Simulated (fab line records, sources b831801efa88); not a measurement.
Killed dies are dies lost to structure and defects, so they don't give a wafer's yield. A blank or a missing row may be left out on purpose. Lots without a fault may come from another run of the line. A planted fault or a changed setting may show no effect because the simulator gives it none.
fab line records | flow sky130
record lots=6 wafers=18 last_day=50
route steps=708 shown METAL3@556 PAD_OPEN@708
lots that met no fault: from a run of the same line without faults
start_h: hours from the record's first day to the start of the lot's first wafer shown | wait_h: hours since the lot's step before | " the same as in the row above | L1.1+2: a row that stands for several wafers | - no value, or no start given | * or withheld: withheld | < > ~ a bound
route shown NAME@n: a module of which the file shows steps, and the number in the route of the first | usual: mean/standard deviation of fault-free wafers | same: alike in all rows | chamber/n: place in a boat | sites: the reading at each site | _std_site: their standard deviation | _edge_site: outer sites' mean less inner sites' | radius_mm: how far each site lies from the wafer's centre | mask NAME#n: copy n | behind: the tool/chamber that last shaped the wafer | hold: why the lot was held/for how many hours/how that ended | device: the transistor (n, p or np) that didn't switch | end of line: the same wafers' tests at the end of the route | a step without rows: its recipe alone | killed: dies lost to structure and defects at the first sort, not the wafer's yield | map: a wafer's dies, x killed, . not, _ none there
set.NAME: the setting as run; set.NAME@STEP: as run at that earlier step | model.NAME: the simulator's own value behind a step, which no gauge read
lots at some steps of the route; a table a step, a row a wafer
services: from which hour (start_h, from the record's first day; less than 0 if before it) a tool's chamber was out of use, for how many hours, and why
## steps
# step SKY_METAL3_HMDS_06
# recipe prime_time_s=60 prime_temp_c=120
# step SKY_METAL3_COAT_07
# recipe resist=BARC temp_c=withheld time_s=withheld spin_rpm=3000 resist_thk_nm=60
# step SKY_METAL3_COAT_08
# recipe resist=KrF-thick spin_rpm=3000 resist_thk_nm=1140
# step SKY_METAL3_SOFTBAKE_09
# recipe temp_c=100 time_s=90 resist=KrF-thick
# step SKY_METAL3_EXPOSE_10
# recipe mask_id=MM3 na=0.68 source_shape=annular sigma_inner=0.4 sigma_outer=0.8 target_cd_nm=300 dose_mj=28
# step SKY_METAL3_PEB_11
# recipe peb_temp_c=withheld peb_time_s=withheld resist=KrF-thick
# step SKY_METAL3_DEVELOP_12
# recipe develop_time_s=60 resist=KrF-thick dev_temp_c=21
# step SKY_METAL3_CD_MEAS_13
# recipe target_cd_nm=300
# usual cd_nm=300.2/1.4
# columns lot.wafer tool chamber start_h wait_h cd_nm
L394.2 cd_sem-02 - 963.46 - 299.5
L394.3 " - " " 299.3
L394.6 " - " " 299.3
L401.1 cd_sem-01 - 1012.20 - 300.6
L401.2 " - " " 301.6
L401.4 " - " " 301.0
L406.1 cd_sem-01 - 1020.55 - 298.9
L406.3 " - " " 299.7
L406.6 " - " " 299.4
L408.2 cd_sem-01 - 1029.87 - 301.7
L408.3 " - " " 302.6
L408.6 " - " " 301.5
L412.3 cd_sem-01 - 1053.54 - 299.0
L412.4 " - " " 300.9
L412.5 " - " " 299.3
L413.3 cd_sem-01 - 1056.99 - 299.4
L413.4 " - " " 299.0
L413.5 " - " " 299.5
# step SKY_METAL3_OVL_MEAS_14
# usual METAL3_OVL=0/5.2
# columns lot.wafer tool chamber start_h wait_h METAL3_OVL[nm]
L394.2 overlay-02 - 963.57 0.1 0
L394.3 " - " " 1
L394.6 " - " " 0
L401.1 overlay-01 - 1012.32 0.1 3
L401.2 " - " " 8
L401.4 " - " " -1
L406.1 overlay-01 - 1020.67 0.1 7
L406.3 " - " " 5
L406.6 " - " " 11
L408.2 overlay-02 - 1029.97 0.1 1
L408.3 " - " " 3
L408.6 " - " " 4
L412.3 overlay-02 - 1053.63 0.1 0
L412.4 " - " " -2
L412.5 " - " " 10
L413.3 overlay-01 - 1057.08 0.1 -10
L413.4 " - " " -7
L413.5 " - " " -2
# step SKY_METAL3_DESCUM_15
# recipe chemistry=O2 source_power_w=150 bias_power_w=0 pressure_mtorr=10 temp_c=40 time_s=8
# usual drypump_motor_current_A=5.90/0.26 oes_product_au=0.997/0.0076 rf_fwd_power_W=146.7/0.65
# columns lot.wafer tool chamber start_h wait_h drypump_motor_current_A oes_product_au rf_fwd_power_W rf_hours_counter_h
L394.2 rie_metal-04 0 963.60 0.0 5.73 0.997 147.2 1.8
L394.3 " 1 " " 5.78 0.995 146.4 -
L394.6 " 0 " " 5.73 1.004 146.6 -
L401.1 rie_metal-03 1 1012.35 0.0 6.39 1.020 146.7 7.1
L401.2 " 0 " " 5.84 0.995 146.3 7.9
L401.4 " 1 " " 6.37 1.001 146.7 -
L406.1 rie_metal-03 1 1020.70 0.0 6.39 1.005 146.0 7.6
L406.3 " 0 " " 5.81 1.001 146.7 -
L406.6 " 0 " " 5.81 1.004 146.9 -
L408.2 rie_metal-03 1 1030.00 0.0 6.41 1.005 146.8 8.3
L408.3 " 0 " " 5.88 0.993 146.3 -
L408.6 " 0 " " 5.88 1.010 146.2 -
L412.3 rie_metal-04 0 1053.67 0.0 5.74 1.001 146.1 -
L412.4 " 1 " " 5.78 0.995 145.5 -
L412.5 " 0 " " 5.73 0.993 147.3 -
L413.3 rie_metal-02 1 1057.13 0.0 5.64 0.997 147.4 -
L413.4 " 1 " " 5.66 0.997 147.8 -
L413.5 " 1 " " 5.67 1.002 147.6 -
# step SKY_METAL3_ETCH_16
# recipe chemistry=N2/H2 target=BARC ion_energy_ev=200 bias_w=100 pressure_mtorr=30 n2_flow_sccm=100 h2_flow_sccm=200 icp_w=500 stop_on=SiO2 time_s=88.2 target_depth_a=600
# usual bias_w=100.05/0.29 drypump_motor_current_A=5.90/0.26 oes_product_au=0.625/0.0043 rf_fwd_power_W=496.1/1.6 throttle_valve_pct=13.205/0.0095
# columns lot.wafer tool chamber start_h wait_h bias_w drypump_motor_current_A oes_product_au rf_fwd_power_W rf_hours_counter_h throttle_valve_pct
L394.2 rie_metal-04 0 963.63 0.0 100.35 5.73 0.628 496.2 1.8 13.217
L394.3 " 1 " " 99.88 5.79 0.628 495.6 - 13.186
L394.6 " 0 " " 100.64 5.74 0.630 498.0 - 13.204
L401.1 rie_metal-03 1 1012.38 0.0 100.26 6.41 0.628 495.3 7.1 13.217
L401.2 " 0 " " 100.09 5.82 0.620 496.2 7.9 13.197
L401.4 " 1 " " 100.33 6.40 0.619 493.0 - 13.211
L406.1 rie_metal-03 1 1020.74 0.0 100.38 6.42 0.620 494.2 7.6 13.196
L406.3 " 0 " " 100.38 5.86 0.620 494.7 - 13.194
L406.6 " 0 " " 100.25 5.87 0.625 497.7 - 13.208
L408.2 rie_metal-03 1 1030.03 0.0 99.57 6.45 0.623 494.0 8.3 13.206
L408.3 " 0 " " 99.60 5.83 0.630 494.9 - 13.199
L408.6 " 0 " " 99.80 5.86 0.625 499.2 - 13.224
L412.3 rie_metal-04 0 1053.72 0.0 100.06 5.74 0.624 495.2 - 13.209
L412.4 " 1 " " 100.25 5.81 0.623 494.2 - 13.196
L412.5 " 0 " " 99.59 5.74 0.630 496.5 - 13.206
L413.3 rie_metal-02 1 1057.24 0.1 100.13 5.64 0.623 496.9 - 13.210
L413.4 " 1 " " 100.30 5.67 0.629 497.2 - 13.202
L413.5 " 1 " " 100.05 5.64 0.621 497.0 - 13.214
# step SKY_METAL3_ETCH_17
# recipe target=SiO2 stop_on=TiN chemistry=C4F8/O2/Ar source_w=1500 bias_w=1200 pressure_mtorr=40 c4f8_flow_sccm=withheld O2_flow_sccm=6 Ar_flow_sccm=300 time_s=3.9 target_depth_a=150
# usual bias_w=1200/3.7 oes_product_au=0.755/0.0065 rf_fwd_power_W=1469/9
# columns lot.wafer tool chamber start_h wait_h bias_w oes_product_au rf_fwd_power_W rf_hours_counter_h
L394.2 rie_diel-01 3 963.73 0.1 1197 0.746 1478 13
L394.3 " 1 " " 1208 0.762 1479 11
L394.6 " 3 " " 1200 0.754 1483 -
L401.1 rie_diel-02 1 1012.48 0.1 1199 0.753 1465 11
L401.2 " 2 " " 1200 0.756 1468 9
L401.4 " 0 " " 1196 0.761 1481 11
L406.1 rie_diel-02 3 1020.83 0.1 1202 0.744 1456 10
L406.3 " 2 " " 1200 0.744 1481 9
L406.6 " 0 " " 1203 0.762 1486 -
L408.2 rie_diel-01 0 1030.13 0.1 1196 0.751 1462 18
L408.3 " 2 " " 1199 0.749 1469 14
L408.6 " 2 " " 1196 0.761 1460 -
L412.3 rie_diel-02 3 1053.79 0.0 1195 0.749 1461 11
L412.4 " 0 " " 1201 0.760 1481 12
L412.5 " 0 " " 1197 0.755 1478 -
L413.3 rie_diel-01 2 1057.37 0.1 1197 0.755 1464 15
L413.4 " 1 " " 1197 0.767 1480 13
L413.5 " 1 " " 1192 0.754 1488 -
# step SKY_METAL3_METAL_ETCH_18
# recipe target_depth_a=8450 stop_on=SiO2 over_etch_frac=0.3 time_s=183.1 chemistry=Cl2/BCl3 resist_sidewall_deg=88 pressure_mtorr=10 icp_w=900 bias_w=48.5 Cl2_flow_sccm=60 bcl3_flow_sccm=30
# usual bias_w=48.52/0.13 drypump_motor_current_A=5.91/0.26 oes_product_au=0.865/0.0059 rf_fwd_power_W=896.3/2.9 throttle_valve_pct=22.265/0.0085
# columns lot.wafer tool chamber start_h wait_h bias_w drypump_motor_current_A oes_product_au rf_fwd_power_W rf_hours_counter_h throttle_valve_pct model.KrF-thick_of_METAL3_COAT_08.thk_nm
L394.2 rie_metal-02 0 963.75 0.0 48.50 6.15 0.870 897.1 1.9 22.260 530.9
L394.3 " 1 " " 48.53 5.64 0.870 895.4 - 22.269 536.8
L394.6 " 0 " " 48.43 6.14 0.873 899.9 - 22.264 534.6
L401.1 rie_metal-04 0 1012.50 0.0 48.38 5.74 0.870 899.9 4.4 22.256 523.4
L401.2 " 1 " " 48.40 5.76 0.870 892.8 9.3 22.260 519.1
L401.4 " 1 " " 48.59 5.77 0.869 896.3 - 22.275 515.5
L406.1 rie_metal-04 1 1020.85 0.0 44.94 5.79 0.876 895.0 9.9 22.273 540.8
L406.3 " 0 " " 44.91 5.76 0.866 897.7 - 22.252 546.6
L406.6 " 1 " " 44.84 5.78 0.879 895.7 - 22.266 543
L408.2 rie_metal-04 0 1030.15 0.0 44.94 5.73 0.858 901.2 5.8 22.258 539.6
L408.3 " 0 " " 45.15 5.74 0.861 900.8 - 22.266 542
L408.6 " 1 " " 44.84 5.80 0.860 897.5 - 22.265 542.9
L412.3 rie_metal-02 1 1053.92 0.1 48.53 5.69 0.863 898.1 - 22.274 533.5
L412.4 " 1 " " 48.66 5.67 0.871 896.9 - 22.267 540.8
L412.5 " 1 " " 48.42 5.70 0.874 895.6 - 22.254 534.8
L413.3 rie_metal-03 1 1057.45 0.1 48.41 6.39 0.864 894.6 - 22.270 529
L413.4 " 0 " " 48.55 5.84 0.863 891.8 - 22.261 526.1
L413.5 " 1 " " 48.36 6.40 0.860 901.6 - 22.268 519.5
# step SKY_METAL3_STRIP_19
# recipe chemistry=O2/N2 power_w=1400 pressure_mtorr=1500 platen_temp_c=withheld o2_flow_sccm=3000 n2_flow_sccm=300 overash_fraction=0.5
# usual drypump_motor_current_A=5.6/0.53 oes_product_au=0.503/0.005 strip_time_to_endpoint_s=6.55/0.058
# columns lot.wafer tool chamber start_h wait_h drypump_motor_current_A oes_product_au rf_hours_counter_h strip_time_to_endpoint_s
L394.2 plasma_asher-01 1 963.93 0.1 6.2 0.508 53 6.57
L394.3 " 0 " " 5.3 0.503 - 6.64
L394.6 " 0 " " 5.3 0.514 - 6.61
L401.1 plasma_asher-03 0 1012.68 0.1 6.2 0.505 118 6.48
L401.2 " 1 " " 5.6 0.500 118 6.46
L401.4 " 1 " " 5.6 0.498 - 6.41
L406.1 plasma_asher-01 1 1021.03 0.1 6.2 0.509 58 6.66
L406.3 " 0 " " 5.2 0.512 - 6.74
L406.6 " 0 " " 5.3 0.511 - 6.70
L408.2 plasma_asher-03 1 1030.33 0.1 5.6 0.513 120 6.66
L408.3 " 0 " " 6.2 0.507 - 6.68
L408.6 " 0 " " 6.2 0.513 - 6.67
L412.3 plasma_asher-02 0 1054.19 0.2 4.7 0.503 - 6.59
L412.4 " 1 " " 5.9 0.505 - 6.67
L412.5 " 1 " " 5.9 0.509 - 6.61
L413.3 plasma_asher-02 1 1057.60 0.1 5.8 0.498 - 6.56
L413.4 " 0 " " 4.8 0.502 - 6.54
L413.5 " 1 " " 5.9 0.506 - 6.47
# step SKY_PAD_OPEN_PROBE_99
# usual defect_limited_yield=82.3/1.8 killed_at_M0_to_M3=44/6.9 killed_at_M4_up=3.3/1.7 killed_at_contacts=24/5.5 killed_at_front_end=16/4.5 killed_at_other=0.2/0.46 killed_dies=87/9.1 killed_on_rim=17/3.6 killed_open=48/7.3 killed_short=39/6.2 sort_bin_3_pad_short=0.9/0.4 sort_bin_5_function=10.4/1.5 sort_bin_6_memory=6.4/1.2 sort_n_pass=405/9.1 sort_yield_pct=82.3/1.8
# same gross_dies=492 killed_at_back_side=0 sort_bin_4_leakage[%]=0 sort_bin_8_speed[%]=0
# columns lot.wafer tool chamber start_h wait_h defect_limited_yield[%] killed_at_M0_to_M3 killed_at_M4_up killed_at_contacts killed_at_front_end killed_at_other killed_dies killed_on_rim killed_open killed_short sort_bin_3_pad_short[%] sort_bin_5_function[%] sort_bin_6_memory[%] sort_n_pass sort_yield_pct[%]
L394.2 prober-02 - 1126.46 0.1 80.1 36 3 39 19 1 98 22 65 33 0.8 13.2 5.9 394 80.1
L394.3 prober-02 - 1126.51 0.2 78.3 49 2 36 20 0 107 21 60 47 0.6 11.0 10.2 385 78.3
L394.6 prober-02 - 1126.66 0.2 80.3 50 2 21 24 0 97 18 44 53 1.4 10.6 7.7 395 80.3
L401.1 prober-01 - 1166.83 0.1 81.5 46 7 19 19 0 91 22 47 44 0.6 10.4 7.5 401 81.5
L401.2 prober-01 - 1166.88 0.1 82.3 34 9 28 16 0 87 16 50 37 1.2 9.1 7.3 405 82.3
L401.4 prober-01 - 1166.98 0.2 84.1 35 3 28 11 1 78 17 44 34 0.8 10.0 5.1 414 84.1
L406.1 prober-01 - 1176.46 0.1 83.1 46 3 18 15 1 83 13 46 37 0.8 9.8 6.3 409 83.1
L406.3 prober-01 - 1176.56 0.2 83.9 44 3 19 12 1 79 11 42 37 0.6 11.4 4.1 413 83.9
L406.6 prober-01 - 1176.71 0.2 79.7 58 4 23 15 0 100 19 51 49 0.6 10.0 9.8 392 79.7
L408.2 prober-01 - 1180.47 0.1 80.5 49 3 27 17 0 96 18 46 50 0.8 11.2 7.5 396 80.5
L408.3 prober-01 - 1180.52 0.2 84.1 38 2 23 15 0 78 13 44 34 0.4 10.4 5.1 414 84.1
L408.6 prober-01 - 1180.67 0.2 83.3 47 3 23 9 0 82 18 44 38 1.4 8.3 6.9 410 83.3
L412.3 prober-01 - 1197.20 0.2 83.5 38 1 30 12 0 81 24 49 32 1.2 8.9 6.3 411 83.5
L412.4 prober-01 - 1197.25 0.2 83.3 39 1 28 14 0 82 11 48 34 0.8 9.6 6.3 410 83.3
L412.5 prober-01 - 1197.30 0.2 82.1 40 3 32 12 1 88 16 48 40 1.2 11.2 5.5 404 82.1
L413.3 prober-02 - 1200.12 0.2 83.1 48 3 25 7 0 83 13 43 40 0.4 9.3 7.1 409 83.1
L413.4 prober-02 - 1200.17 0.2 82.1 49 3 23 13 0 88 17 47 41 1.6 9.3 6.9 404 82.1
L413.5 prober-02 - 1200.22 0.2 84.3 46 3 15 13 0 77 12 38 39 1.0 9.8 4.9 415 84.3
# killed by level:class
L394.2 CONTACT:geometric_particle:open=18 VIA1:geometric_particle:open=14 VIA2:geometric_particle:open=6 LI_CONTACT:geometric_particle:open=6 POLY_GATE:geometric_particle:open=5 FIELD_ISO:geometric_particle:short=4 FIELD_ISO:geometric_particle:open=4 POLY_GATE:geometric_particle:short=4
L394.3 VIA1:geometric_particle:open=17 CONTACT:geometric_particle:open=11 METAL1:geometric_particle:short=11 LI_CONTACT:geometric_particle:open=9 CONTACT:geometric_particle:short=7 POLY_GATE:geometric_particle:short=6 METAL2:geometric_particle:short=6 VIA2:geometric_particle:open=5
L394.6 VIA1:geometric_particle:open=10 METAL1:geometric_particle:short=10 FIELD_ISO:geometric_particle:short=7 POLY_GATE:geometric_particle:short=6 LI_CONTACT:geometric_particle:open=6 CONTACT:geometric_particle:open=6 METAL2:geometric_particle:short=6 VIA2:geometric_particle:open=5
L401.1 VIA3:geometric_particle:open=10 VIA1:geometric_particle:open=8 METAL4:geometric_particle:short=7 CONTACT:geometric_particle:open=6 METAL1:geometric_particle:short=5 FIELD_ISO:geometric_particle:open=4 POLY_GATE:geometric_particle:open=4 LI_CONTACT:geometric_particle:open=4
L401.2 LI_CONTACT:geometric_particle:open=11 CONTACT:geometric_particle:open=9 VIA1:geometric_particle:open=7 METAL4:geometric_particle:short=6 POLY_GATE:geometric_particle:short=5 VIA3:geometric_particle:open=5 METAL2:geometric_particle:short=5 FIELD_ISO:geometric_particle:open=4
L401.4 VIA1:geometric_particle:open=10 CONTACT:geometric_particle:short=8 CONTACT:geometric_particle:open=7 VIA2:geometric_particle:open=7 LOCAL_INTERCONNECT:geometric_particle:short=5 LI_CONTACT:geometric_particle:open=5 VIA3:geometric_particle:open=4 FIELD_ISO:geometric_particle:short=3
L406.1 VIA1:geometric_particle:open=11 VIA2:geometric_particle:open=11 LI_CONTACT:geometric_particle:open=7 CONTACT:geometric_particle:open=5 METAL2:geometric_particle:short=5 METAL1:geometric_particle:short=5 FIELD_ISO:geometric_particle:short=4 VIA1:geometric_particle:short=4
L406.3 VIA2:geometric_particle:open=8 METAL1:geometric_particle:short=7 VIA1:geometric_particle:open=7 METAL3:geometric_particle:short=7 LI_CONTACT:geometric_particle:open=6 CONTACT:geometric_particle:open=5 POLY_GATE:geometric_particle:short=4 METAL1:geometric_particle:open=4
L406.6 VIA1:geometric_particle:open=16 CONTACT:geometric_particle:open=11 METAL1:geometric_particle:short=8 VIA1:geometric_particle:short=7 VIA2:geometric_particle:open=6 LOCAL_INTERCONNECT:geometric_particle:short=5 METAL2:geometric_particle:short=5 VIA3:geometric_particle:open=5
L408.2 CONTACT:geometric_particle:short=10 VIA1:geometric_particle:open=9 LOCAL_INTERCONNECT:geometric_particle:short=6 VIA1:geometric_particle:short=6 VIA3:geometric_particle:open=6 METAL2:geometric_particle:short=5 METAL1:geometric_particle:open=5 METAL1:geometric_particle:short=5
L408.3 VIA1:geometric_particle:open=11 CONTACT:geometric_particle:open=8 FIELD_ISO:geometric_particle:open=6 VIA3:geometric_particle:open=6 LI_CONTACT:geometric_particle:open=5 CONTACT:geometric_particle:short=5 METAL1:geometric_particle:short=5 FIELD_ISO:geometric_particle:short=4
L408.6 VIA1:geometric_particle:open=11 CONTACT:geometric_particle:open=8 METAL1:geometric_particle:short=8 VIA3:geometric_particle:open=7 LI_CONTACT:geometric_particle:open=5 VIA2:geometric_particle:open=5 LOCAL_INTERCONNECT:geometric_particle:short=4 VIA2:geometric_particle:short=4
L412.3 VIA1:geometric_particle:open=13 LOCAL_INTERCONNECT:geometric_particle:short=9 CONTACT:geometric_particle:open=9 VIA3:geometric_particle:open=5 VIA3:geometric_particle:short=5 LI_CONTACT:geometric_particle:open=4 LOCAL_INTERCONNECT:geometric_particle:open=4 FIELD_ISO:geometric_particle:open=3
L412.4 CONTACT:geometric_particle:open=10 VIA1:geometric_particle:short=8 VIA1:geometric_particle:open=8 LI_CONTACT:geometric_particle:open=7 VIA3:geometric_particle:open=5 POLY_GATE:geometric_particle:short=4 LI_CONTACT:geometric_particle:short=4 METAL2:geometric_particle:short=4
L412.5 CONTACT:geometric_particle:open=15 LOCAL_INTERCONNECT:geometric_particle:short=11 VIA1:geometric_particle:open=10 VIA2:geometric_particle:open=5 VIA2:geometric_particle:short=5 FIELD_ISO:geometric_particle:short=4 LI_CONTACT:geometric_particle:open=4 VIA1:geometric_particle:short=4
L413.3 VIA1:geometric_particle:open=12 VIA2:geometric_particle:open=8 VIA3:geometric_particle:open=7 LOCAL_INTERCONNECT:geometric_particle:short=7 CONTACT:geometric_particle:short=6 LI_CONTACT:geometric_particle:open=5 METAL3:geometric_particle:short=5 VIA1:geometric_particle:short=4
L413.4 METAL1:geometric_particle:short=8 VIA1:geometric_particle:open=8 CONTACT:geometric_particle:open=7 VIA2:geometric_particle:open=7 VIA3:geometric_particle:open=7 LOCAL_INTERCONNECT:geometric_particle:short=6 VIA1:geometric_particle:short=5 POLY_GATE:geometric_particle:open=4
L413.5 VIA1:geometric_particle:open=10 VIA3:geometric_particle:open=8 CONTACT:geometric_particle:open=7 VIA3:geometric_particle:short=7 VIA1:geometric_particle:short=6 POLY_GATE:geometric_particle:short=5 METAL2:geometric_particle:short=3 METAL4:geometric_particle:short=3
## services
# columns tool chamber start_h hours kind
rie_diel-02 3 947.82 7.6 repair
rie_diel-01 0 958.66 5.5 repair
rie_metal-02 - 959.38 1.4 pm
rie_diel-02 - 969.47 0.9 repair
rie_diel-02 1 988.83 3.3 repair
rie_diel-01 0 1019.76 6.4 repair
rie_metal-04 1 1034.79 9.1 repair
rie_diel-01 0 1045.40 2.2 repair
rie_metal-02 0 1050.36 7.2 repair
plasma_asher-03 - 1050.78 12.1 pm
## key
first_sign step=SKY_METAL3_METAL_ETCH_18 reading=bias_w direction=down sigmas=27 usual=48.52 struck=44.94
effect none on later readings
model_effect step=SKY_METAL3_METAL_ETCH_18 value=KrF-thick_of_METAL3_COAT_08.thk_nm without=524.7 struck=542.5
met_at SKY_METAL3_METAL_ETCH_18
struck_wafers L406.1,L406.3,L406.6,L408.2,L408.3,L408.6
onset_between 1012.50 1020.85
fault kind=process_parameter_drift tool=rie_metal-04 chamber=- onset_h=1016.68 steps=SKY_METAL3_METAL_ETCH_18 channel=bias_w offset=-3.6571 shape=step end_h=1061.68 acts_in=these_recipes_only stated=48.5
